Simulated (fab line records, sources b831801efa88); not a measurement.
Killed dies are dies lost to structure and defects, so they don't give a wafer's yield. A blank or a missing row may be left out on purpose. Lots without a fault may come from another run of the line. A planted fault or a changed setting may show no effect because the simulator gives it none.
Chamber matching | flow sky130 | SKY_LI_CONTACT_CMP_02 on cmp-01: 4 sister chambers
The step polishes PSG. 4 wafers are shown with their chamber, then 12 later ones without.

WAFERS WITH THEIR CHAMBER
wafer  | chamber | motor_current_A (A)
L092.4 | 3       | 12.4
L093.2 | 0       | 14.1
L093.4 | 1       | 12.2
L093.6 | 2       | 11.9

WAFERS WITHOUT THEIR CHAMBER
wafer  | motor_current_A (A)
L094.2 | 12.8
L094.3 | 14.5
L094.4 | 11.6
L094.1 | 11.6
L094.5 | 13.0
L094.6 | 11.6
L096.1 | 11.9
L096.2 | 11.7
L096.5 | 12.1
L095.1 | 12.5
L095.3 | 11.3
L095.5 | 11.4

WHICH CHAMBER EACH WENT THROUGH
wafer  | from the rows above               | in truth
L094.2 | can't be placed: 3 or 1 or 2      | 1
L094.3 | 0                                 | 0
L094.4 | can't be placed: 2 or 1 or 3      | 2
L094.1 | can't be placed: 2 or 1 or 3      | 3
L094.5 | can't be placed: 3 or 1 or 0 or 2 | 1
L094.6 | can't be placed: 2 or 1 or 3      | 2
L096.1 | can't be placed: 2 or 1 or 3      | 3
L096.2 | can't be placed: 2 or 1 or 3      | 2
L096.5 | can't be placed: 1 or 2 or 3      | 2
L095.1 | can't be placed: 3 or 1 or 2      | 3
L095.3 | can't be placed: 2 or 1 or 3      | 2
L095.5 | can't be placed: 2 or 1 or 3      | 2
Placed correctly: 1 of 12. Can't be placed from these rows: 11 (the true chamber is among the candidates in 11). Placed wrongly: 0.
How it was worked out, from the rows above alone: a wafer's distance from a chamber is the root of the sum, over the readings, of the square of ((its reading less the chamber's mean) divided by the reading's scatter). The wafer belongs to the nearest chamber; if the next one is less than 2 further off, it can't be placed. A chamber's mean is the mean of its shown wafers. The scatter: with one shown wafer a chamber, the root of the mean of the squares of how far each hidden wafer lies from its nearest shown one.
